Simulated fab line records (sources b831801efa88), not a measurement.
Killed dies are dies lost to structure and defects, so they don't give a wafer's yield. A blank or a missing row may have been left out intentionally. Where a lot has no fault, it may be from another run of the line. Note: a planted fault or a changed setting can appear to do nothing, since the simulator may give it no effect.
Which tool is to blame? / flow gf180mcu / Sampling: 13 lots, 39 wafers, 4 of 602 route steps

== WHAT EACH GAUGE READ, for each wafer ==
GF_DUAL_GATE_THK_MEAS_03. Usual: DUAL_GATE_OXIDATION_00_THK typically reads 10.95 nm, with standard deviation 0.2.
lot=L213; measured=day 7 18:58; on=film-metro-04; DUAL_GATE_OXIDATION_00_THK (nm)=11.11 11.02 11.02; flag=
lot=L214; measured=day 8 01:23; on=film-metro-03; DUAL_GATE_OXIDATION_00_THK (nm)=10.84 10.84 10.71; flag=
lot=L215; measured=day 8 09:56; on=film-metro-04; DUAL_GATE_OXIDATION_00_THK (nm)=11.10 10.97 10.92; flag=
lot=L216; measured=day 8 14:56; on=film-metro-02; DUAL_GATE_OXIDATION_00_THK (nm)=11.52 11.55 11.43; flag=
lot=L217; measured=day 8 22:47; on=film-metro-03; DUAL_GATE_OXIDATION_00_THK (nm)=10.70 10.86 10.77; flag=
lot=L218; measured=day 9 06:42; on=film-metro-03; DUAL_GATE_OXIDATION_00_THK (nm)=10.82 10.57 10.96; flag=
lot=L220; measured=day 10 06:50; on=film-metro-04; DUAL_GATE_OXIDATION_00_THK (nm)=10.92 10.92 10.89; flag=
lot=L223; measured=day 10 20:41; on=film-metro-04; DUAL_GATE_OXIDATION_00_THK (nm)=9.87 10.00 9.88; flag=OFF
lot=L224; measured=day 10 20:41; on=film-metro-03; DUAL_GATE_OXIDATION_00_THK (nm)=10.04 9.83 9.87; flag=OFF
lot=L231; measured=day 12 17:52; on=film-metro-04; DUAL_GATE_OXIDATION_00_THK (nm)=10.73 10.97 10.75; flag=
lot=L233; measured=day 13 07:41; on=film-metro-03; DUAL_GATE_OXIDATION_00_THK (nm)=11.07 10.97 10.82; flag=
lot=L235; measured=day 14 02:16; on=film-metro-04; DUAL_GATE_OXIDATION_00_THK (nm)=11.18 11.09 11.17; flag=
lot=L236; measured=day 14 07:37; on=film-metro-02; DUAL_GATE_OXIDATION_00_THK (nm)=10.86 10.65 10.75; flag=

GF_CONTACT_THK_MEAS_26: measures by xrf. Usual: CONTACT_W_THK typically reads 308 nm, with standard deviation 5.3.
lot=L213; measured=day 16 06:08; on=film-metro-03; CONTACT_W_THK (nm)=319 306 310; flag=
lot=L214; measured=day 16 19:40; on=film-metro-01; CONTACT_W_THK (nm)=299 310 298; flag=
lot=L215; measured=day 17 04:40; on=film-metro-02; CONTACT_W_THK (nm)=315 304 313; flag=
lot=L216; measured=day 17 18:17; on=film-metro-03; CONTACT_W_THK (nm)=313 308 309; flag=
lot=L217; measured=day 18 02:16; on=film-metro-02; CONTACT_W_THK (nm)=306 313 306; flag=
lot=L218; measured=day 18 17:25; on=film-metro-02; CONTACT_W_THK (nm)=304 307 314; flag=
lot=L220; measured=day 19 20:31; on=film-metro-01; CONTACT_W_THK (nm)=308 302 303; flag=
lot=L223; measured=day 20 12:46; on=film-metro-03; CONTACT_W_THK (nm)=314 315 311; flag=
lot=L224; measured=day 20 14:13; on=film-metro-03; CONTACT_W_THK (nm)=308 313 306; flag=
lot=L231; measured=day 22 21:51; on=film-metro-01; CONTACT_W_THK (nm)=298 307 299; flag=
lot=L233; measured=day 23 11:43; on=film-metro-02; CONTACT_W_THK (nm)=316 307 306; flag=
lot=L235; measured=day 24 09:07; on=film-metro-01; CONTACT_W_THK (nm)=302 306 297; flag=
lot=L236; measured=day 24 15:28; on=film-metro-03; CONTACT_W_THK (nm)=309 301 307; flag=

== WHAT TOOL EACH LOT RAN ON (gives the tool, then ch and the chambers of the sampled wafers, and finally the start) ==
lot=L213; GF_DUAL_GATE_OXIDATION_02=furnace-01 ch 0, day 7 17:31; GF_CONTACT_CMP_04=cmp-02 ch 0,1,3, day 15 07:04
lot=L214; GF_DUAL_GATE_OXIDATION_02=furnace-02 ch 0, day 7 23:56; GF_CONTACT_CMP_04=cmp-02 ch 0,2,3, day 15 19:20
lot=L215; GF_DUAL_GATE_OXIDATION_02=furnace-01 ch 0, day 8 08:30; GF_CONTACT_CMP_04=cmp-02 ch 1,2, day 16 05:02
lot=L216; GF_DUAL_GATE_OXIDATION_02=furnace-02 ch 0, day 8 13:28; GF_CONTACT_CMP_04=cmp-01 ch 0,2,3, day 16 17:51
lot=L217; GF_DUAL_GATE_OXIDATION_02=furnace-02 ch 0, day 8 21:20; GF_CONTACT_CMP_04=cmp-01 ch 0,3, day 17 01:44
lot=L218; GF_DUAL_GATE_OXIDATION_02=furnace-01 ch 0, day 9 05:15; GF_CONTACT_CMP_04=cmp-02 ch 2,3, day 17 16:23
lot=L220; GF_DUAL_GATE_OXIDATION_02=furnace-02 ch 0, day 10 05:23; GF_CONTACT_CMP_04=cmp-01 ch 0,1,3, day 18 18:28
lot=L223; GF_DUAL_GATE_OXIDATION_02=furnace-02 ch 0, day 10 19:14; GF_CONTACT_CMP_04=cmp-01 ch 0,2, day 19 11:13
lot=L224; GF_DUAL_GATE_OXIDATION_02=furnace-02 ch 0, day 10 19:14; GF_CONTACT_CMP_04=cmp-01 ch 0,2,3, day 19 12:40
lot=L231; GF_DUAL_GATE_OXIDATION_02=furnace-01 ch 0, day 12 16:25; GF_CONTACT_CMP_04=cmp-02 ch 0,1,2, day 21 21:47
lot=L233; GF_DUAL_GATE_OXIDATION_02=furnace-01 ch 0, day 13 06:14; GF_CONTACT_CMP_04=cmp-01 ch 0,3, day 22 10:55
lot=L235; GF_DUAL_GATE_OXIDATION_02=furnace-02 ch 0, day 14 00:49; GF_CONTACT_CMP_04=cmp-01 ch 1,2,3, day 23 08:44
lot=L236; GF_DUAL_GATE_OXIDATION_02=furnace-01 ch 0, day 14 06:10; GF_CONTACT_CMP_04=cmp-01 ch 0,1, day 23 15:31
- GF_DUAL_GATE_OXIDATION_02: stabilise 600 s, purge 300 s, target thk 10.887 nm.
- GF_CONTACT_CMP_04: polishes SiO2.

== AS READ BY THE TOOLS THEMSELVES (means over the sampled wafers that have a number; for cases with no such wafer, the mark the record gives instead) ==
GF_DUAL_GATE_OXIDATION_02. Usual: spike-tc-bottom-C 918.1 C, standard deviation 2.8; spike-tc-centre-C 900.8 C, standard deviation 0.91; spike-tc-lower-C 899.6 C, standard deviation 1.4; spike-tc-top-C 911.9 C, standard deviation 1; spike-tc-upper-C 899.2 C, standard deviation 2; tube-center-temp-C 900 C, standard deviation 0.08; tube_center_temp_C_max 902.3, standard deviation 0.38.
lot=L213; tool=furnace-01; spike-tc-bottom-C (C)=916.0; spike-tc-centre-C (C)=900.8; spike-tc-lower-C (C)=898.9; spike-tc-top-C (C)=912.0; spike-tc-upper-C (C)=897.9; tube-center-temp-C (C)=900; tube_center_temp_C_max=902.4; flag=
lot=L214; tool=furnace-02; spike-tc-bottom-C (C)=920.4; spike-tc-centre-C (C)=901.8; spike-tc-lower-C (C)=899.3; spike-tc-top-C (C)=910.2; spike-tc-upper-C (C)=900.3; tube-center-temp-C (C)=900; tube_center_temp_C_max=902.4; flag=
lot=L215; tool=furnace-01; spike-tc-bottom-C (C)=915.1; spike-tc-centre-C (C)=899.8; spike-tc-lower-C (C)=899.5; spike-tc-top-C (C)=912.2; spike-tc-upper-C (C)=897.6; tube-center-temp-C (C)=900; tube_center_temp_C_max=902.3; flag=
lot=L216; tool=furnace-02; spike-tc-bottom-C (C)=920.5; spike-tc-centre-C (C)=900.9; spike-tc-lower-C (C)=900.2; spike-tc-top-C (C)=912.0; spike-tc-upper-C (C)=900.4; tube-center-temp-C (C)=900; tube_center_temp_C_max=902.4; flag=
lot=L217; tool=furnace-02; spike-tc-bottom-C (C)=920.6; spike-tc-centre-C (C)=900.4; spike-tc-lower-C (C)=899.9; spike-tc-top-C (C)=911.4; spike-tc-upper-C (C)=901.0; tube-center-temp-C (C)=900; tube_center_temp_C_max=902.3; flag=
lot=L218; tool=furnace-01; spike-tc-bottom-C (C)=915.2; spike-tc-centre-C (C)=901.4; spike-tc-lower-C (C)=898.6; spike-tc-top-C (C)=911.9; spike-tc-upper-C (C)=897.4; tube-center-temp-C (C)=900; tube_center_temp_C_max=902.6; flag=
lot=L220; tool=furnace-02; spike-tc-bottom-C (C)=920.0; spike-tc-centre-C (C)=901.1; spike-tc-lower-C (C)=900.1; spike-tc-top-C (C)=911.5; spike-tc-upper-C (C)=901.7; tube-center-temp-C (C)=900; tube_center_temp_C_max=902.4; flag=
lot=L223; tool=furnace-02; spike-tc-bottom-C (C)=909.7; spike-tc-centre-C (C)=890.1; spike-tc-lower-C (C)=889.4; spike-tc-top-C (C)=901.5; spike-tc-upper-C (C)=890.6; tube-center-temp-C (C)=890; tube_center_temp_C_max=891.7; flag=OFF
lot=L224; tool=furnace-02; spike-tc-bottom-C (C)=909.9; spike-tc-centre-C (C)=889.9; spike-tc-lower-C (C)=890.1; spike-tc-top-C (C)=902.1; spike-tc-upper-C (C)=889.5; tube-center-temp-C (C)=890; tube_center_temp_C_max=891.7; flag=OFF
lot=L231; tool=furnace-01; spike-tc-bottom-C (C)=914.9; spike-tc-centre-C (C)=900.3; spike-tc-lower-C (C)=900.3; spike-tc-top-C (C)=911.3; spike-tc-upper-C (C)=897.2; tube-center-temp-C (C)=900; tube_center_temp_C_max=902.1; flag=
lot=L233; tool=furnace-01; spike-tc-bottom-C (C)=914.0; spike-tc-centre-C (C)=899.3; spike-tc-lower-C (C)=898.6; spike-tc-top-C (C)=911.8; spike-tc-upper-C (C)=897.0; tube-center-temp-C (C)=900; tube_center_temp_C_max=902.5; flag=
lot=L235; tool=furnace-02; spike-tc-bottom-C (C)=921.3; spike-tc-centre-C (C)=901.2; spike-tc-lower-C (C)=899.6; spike-tc-top-C (C)=911.1; spike-tc-upper-C (C)=899.9; tube-center-temp-C (C)=900; tube_center_temp_C_max=902.5; flag=
lot=L236; tool=furnace-01; spike-tc-bottom-C (C)=916.8; spike-tc-centre-C (C)=901.1; spike-tc-lower-C (C)=898.8; spike-tc-top-C (C)=911.8; spike-tc-upper-C (C)=897.4; tube-center-temp-C (C)=900; tube_center_temp_C_max=902.6; flag=

GF_CONTACT_CMP_04. Usual: motor-current-A 12.3 A, standard deviation 0.7; time-to-endpoint-s 111 s, standard deviation 6.8.
lot=L213; tool=cmp-02; motor-current-A (A)=12.0; time-to-endpoint-s (s)=112; flag=
lot=L214; tool=cmp-02; motor-current-A (A)=11.9; time-to-endpoint-s (s)=117; flag=
lot=L215; tool=cmp-02; motor-current-A (A)=12.3; time-to-endpoint-s (s)=114; flag=
lot=L216; tool=cmp-01; motor-current-A (A)=12.2; time-to-endpoint-s (s)=114; flag=
lot=L217; tool=cmp-01; motor-current-A (A)=12.5; time-to-endpoint-s (s)=104; flag=
lot=L218; tool=cmp-02; motor-current-A (A)=12.2; time-to-endpoint-s (s)=120; flag=
lot=L220; tool=cmp-01; motor-current-A (A)=12.5; time-to-endpoint-s (s)=116; flag=
lot=L223; tool=cmp-01; motor-current-A (A)=12.3; time-to-endpoint-s (s)=113; flag=
lot=L224; tool=cmp-01; motor-current-A (A)=12.3; time-to-endpoint-s (s)=108; flag=
lot=L231; tool=cmp-02; motor-current-A (A)=11.6; time-to-endpoint-s (s)=107; flag=
lot=L233; tool=cmp-01; motor-current-A (A)=12.2; time-to-endpoint-s (s)=110; flag=
lot=L235; tool=cmp-01; motor-current-A (A)=12.9; time-to-endpoint-s (s)=109; flag=
lot=L236; tool=cmp-01; motor-current-A (A)=12.5; time-to-endpoint-s (s)=113; flag=

== THE ANSWER, worked out from the rows above alone ==
Rule: a lot is off if the mean of its wafers that have a number lies more than 3 standard deviations from the usual mean. A lot without any number at a reading at which 4 lots or more have one is off too. All remaining lots with rows at the step are treated as sound. Order of review: gauges by route order, followed by the tools' own readings, for which a lot's mean as printed above is used. The first step at which some lot is off is used, and at that step the reading that is off furthest; a lot without a number counts as furthest.
Off: at GF_DUAL_GATE_THK_MEAS_03 (DUAL_GATE_OXIDATION_00_THK), L223, L224.
If a tool, at a process step before that reading, ran all the lots that are off and no sound lot after the first of them, it fits. Not tried: the gauges at GF_DUAL_GATE_THK_MEAS_03; whatever is off there is also off at GF_DUAL_GATE_OXIDATION_02, on other tools, and gauge error can't account for it. No candidate that was tried fits.

== WHAT THE SIMULATOR HAD INSERTED ==
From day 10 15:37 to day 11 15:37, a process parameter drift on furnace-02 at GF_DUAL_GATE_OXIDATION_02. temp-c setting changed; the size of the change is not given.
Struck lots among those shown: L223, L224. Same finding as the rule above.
